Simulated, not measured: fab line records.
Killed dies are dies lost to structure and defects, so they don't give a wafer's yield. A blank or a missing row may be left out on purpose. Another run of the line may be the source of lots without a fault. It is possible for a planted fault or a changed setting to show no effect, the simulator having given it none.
What tool caused it? ; flow sky130 ; Sampling: 14 lots, 42 wafers, 3 of 708 route steps

== WHAT THE GAUGES READ, wafer by wafer ==
SKY_VT_ADJUST_PCH_OVL_MEAS_07. Usual: VT_ADJUST_PCH_OVL gives -0.4 nm (standard deviation 1.3).
lot;measured;on;VT_ADJUST_PCH_OVL (nm);flag
L566;day 10 14:17;overlay-01;0.4 0.9 2.0;
L567;day 10 18:31;overlay-02;-1.7 -2.2 -2.9;
L568;day 11 05:20;overlay-01;-0.3 -0.2 0.3;
L569;day 11 15:37;overlay-01;-2.1 -0.7 0.8;
L570;day 11 21:07;overlay-01;-1.1 0.5 0.0;
L572;day 12 11:31;overlay-01;0.3 -0.9 -1.1;
L573;day 12 22:52;overlay-02;-0.9 -0.4 -0.5;
L575;day 13 07:16;overlay-01;0.6 2.6 -0.1;
L576;day 13 15:32;overlay-01;0.4 0.1 1.0;
L581;day 15 04:18;overlay-02;-1.5 -0.7 -0.9;
L583;day 15 22:28;overlay-01;1.2 0.5 2.0;
L585;day 16 14:28;overlay-01;-0.7 -0.2 0.2;
L588;day 17 13:50;overlay-01;-1.7 0.2 0.7;
L589;day 17 17:14;overlay-01;1.4 -0.8 0.9;

SKY_SONOS_TUNNEL_CD_MEAS_07: target cd 410 nm. Usual: cdNm at 410.3 nm, with a standard deviation of 2.4.
lot;measured;on;cdNm (nm);flag
L566;day 11 13:42;cdSem-01;413.3 413.0 413.4;
L567;day 11 17:59;cdSem-02;411.4 411.7 413.5;
L568;day 12 04:52;cdSem-02;412.4 412.2 410.5;
L569;day 12 16:31;cdSem-02;412.4 409.8 410.2;
L570;day 12 22:07;cdSem-02;406.3 409.8 407.5;
L572;day 13 12:04;cdSem-02;409.9 407.5 405.0;
L573;day 14 00:13;cdSem-02;407.8 408.9 408.4;
L575;day 14 09:13;cdSem-01;407.8 408.1 405.8;
L576;day 14 17:52;cdSem-01;412.9 411.8 412.1;
L581;day 16 07:42;cdSem-02;407.8 409.8 411.5;
L583;day 17 03:05;cdSem-01;407.2 407.2 408.6;
L585;day 17 19:38;cdSem-01;410.2 412.8 413.2;
L588;day 18 20:35;cdSem-02;412.3 411.5 412.3;
L589;day 18 23:55;cdSem-01;410.2 407.4 410.9;

SKY_LDD_P_OVL_MEAS_08. Usual: LDD_P_OVL gives -0.3 nm (standard deviation 1.4).
lot;measured;on;LDD_P_OVL (nm);flag
L566;day 19 01:10;overlay-01;-1.2 -1.0 0.2;
L567;day 19 07:27;overlay-02;-0.2 0.0 -2.7;
L568;day 19 17:15;overlay-01;0.5 2.5 1.5;
L569;day 20 13:41;overlay-01;0.6 -1.8 -0.3;
L570;day 20 23:56;overlay-01;0.1 1.5 1.4;
L572;day 21 20:12;overlay-02;-1.4 -2.7 -0.8;
L573;day 22 05:24;overlay-02;-1.5 -1.2 -1.7;
L575;day 22 21:17;overlay-01;0.8 -1.4 -2.2;
L576;day 23 02:00;overlay-02;-0.2 1.1 0.8;
L581;day 24 17:41;overlay-02;-1.4 -1.3 -1.4;
L583;day 25 20:08;overlay-01;0.3 -1.6 -0.6;
L585;day 26 05:01;overlay-01;0.0 0.7 -0.6;
L588;day 27 07:22;overlay-02;-2.6 -1.4 -2.0;
L589;day 27 13:04;overlay-01;1.5 2.5 1.4;

== EACH LOT AND THE TOOL THAT RAN IT (in order: tool; ch and the chambers of the sampled wafers; start) ==
The record shows no process step preceding these readings.

== AS READ BY THE TOOLS THEMSELVES (means over the sampled wafers that have a number; for cases with no such wafer, the mark the record gives instead) ==
The record holds no such reading with a usual standard deviation.

== THE ANSWER, worked out from the rows above alone ==
Rule: take the mean of a lot's wafers that have a number; if it is more than 3 standard deviations from the usual mean, the lot is off. Also off: a lot with no number at a reading for which 4 or more lots have one. Any other lot the step has rows for is counted as sound. Order of review: gauges by route order, followed by the tools' own readings, for which a lot's mean as printed above is used. At the first step where some lot is off, the reading lying furthest off is the one used; lots without a number count as furthest.
Nothing can be told from this: no lot is off at any reading shown.

== WHAT THE SIMULATOR PUT IN ==
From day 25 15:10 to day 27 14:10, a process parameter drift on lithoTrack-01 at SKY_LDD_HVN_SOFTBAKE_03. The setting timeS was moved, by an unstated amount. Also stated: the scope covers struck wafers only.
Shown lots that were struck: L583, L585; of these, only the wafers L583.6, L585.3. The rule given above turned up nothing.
